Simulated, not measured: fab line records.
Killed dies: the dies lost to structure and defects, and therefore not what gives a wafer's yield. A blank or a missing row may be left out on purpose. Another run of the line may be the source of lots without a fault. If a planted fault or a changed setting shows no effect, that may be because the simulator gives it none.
A lot that was struck, set against a sound lot :: flow gf180mcu :: 14 out of 602 route steps
Sound: the wafers L677.1, L677.2, L677.5. Struck: wafers L685.1, L685.2, L685.6. The cause is named last.
At each step with rows: each side's tool, then ch and its chambers, then its first start. Under that, the readings that differ: sound wafers :: struck wafers :: difference of the means :: sigmas: that difference in standard deviations of wafers without a fault.
alike: readings with means less than 2 such deviations apart, plus words and numbers identical on both sides. not compared: withheld readings, readings lacking a value on some wafer, bounds such as >300 that could conceal the same value, and numbers that have no deviation in the record and whose values overlap.
The two part at a step that has a row with sigmas, a row that says differs or no value, or rows on one side only. Non-overlapping numbers with no deviation appear without sigmas and do not part them. A reading missing from all wafers of one side parts the sides only when that side holds two or more wafers.

first, 4 steps without rows for these wafers: GF_VT_IMPLANT_SOFTBAKE_14 (time 60 s); GF_VT_IMPLANT_EXPOSE_15 (exposes mask Nwell LV AREA, target cd 860 nm); GF_VT_IMPLANT_PEB_16; GF_VT_IMPLANT_DEVELOP_17 (develop time 60 s).
GF_VT_IMPLANT_OVL_MEAS_18:
  struck on overlay-02, day 11 04:53; sound on overlay-02, day 9 03:41
  alike: VT_IMPLANT_01_OVL
then, 1 step without rows for these wafers: GF_VT_IMPLANT_IMPLANT_19.
GF_VT_IMPLANT_STRIP_20: strips in O2/N2.
  sound on plasma-asher-02 ch 0,1, day 9 03:53; struck on plasma-asher-02 ch 0,1, day 11 05:05
  alike: drypump-motor-current-A, heater-power-w, oes-product-au, strip-time-to-endpoint-s
  not compared: rf-hours-counter-h
GF_VT_IMPLANT_TW_MEAS_21:
  struck on film-metro-03, day 11 05:11; sound on film-metro-01, day 9 03:59
  alike: VT_IMPLANT_2_TW
then, 4 steps without rows for these wafers: GF_VT_IMPLANT_DEHYDRATE_22 (time 60 s); GF_VT_IMPLANT_HMDS_23 (prime time 60 s); GF_VT_IMPLANT_COAT_24 (resist thk 1000 nm); GF_VT_IMPLANT_SOFTBAKE_25 (time 60 s).
GF_VT_IMPLANT_EXPOSE_26: exposes mask LVPWELL HV AREA, target cd 860 nm.
  sound on iline-stepper-02 ch 0, day 9 12:08; struck on iline-stepper-02, day 11 14:59
  no value came back on the struck wafers for exposure-dose-mJ-cm2, focus-offset-nm (nm), na; on the sound wafers exposure-dose-mJ-cm2 reads 140.12 140.04 140.04
reading: model.VT_IMPLANT.overlay-x-nm (nm)
sound: 0.2535 0.2535 0.2535
struck: -1.073 -1.073 -1.073
difference: -1.327
sigmas: 

reading: model.VT_IMPLANT.overlay-y-nm (nm)
sound: -0.8985 -0.8985 -0.8985
struck: -0.7202 -0.7202 -0.7202
difference: +0.1783
sigmas: 
  alike: mask
then, 1 step without rows for these wafers: GF_VT_IMPLANT_PEB_27.

WHERE THEY PART
Within this record, at GF_VT_IMPLANT_EXPOSE_26 only.

WHY: what the simulator had put in
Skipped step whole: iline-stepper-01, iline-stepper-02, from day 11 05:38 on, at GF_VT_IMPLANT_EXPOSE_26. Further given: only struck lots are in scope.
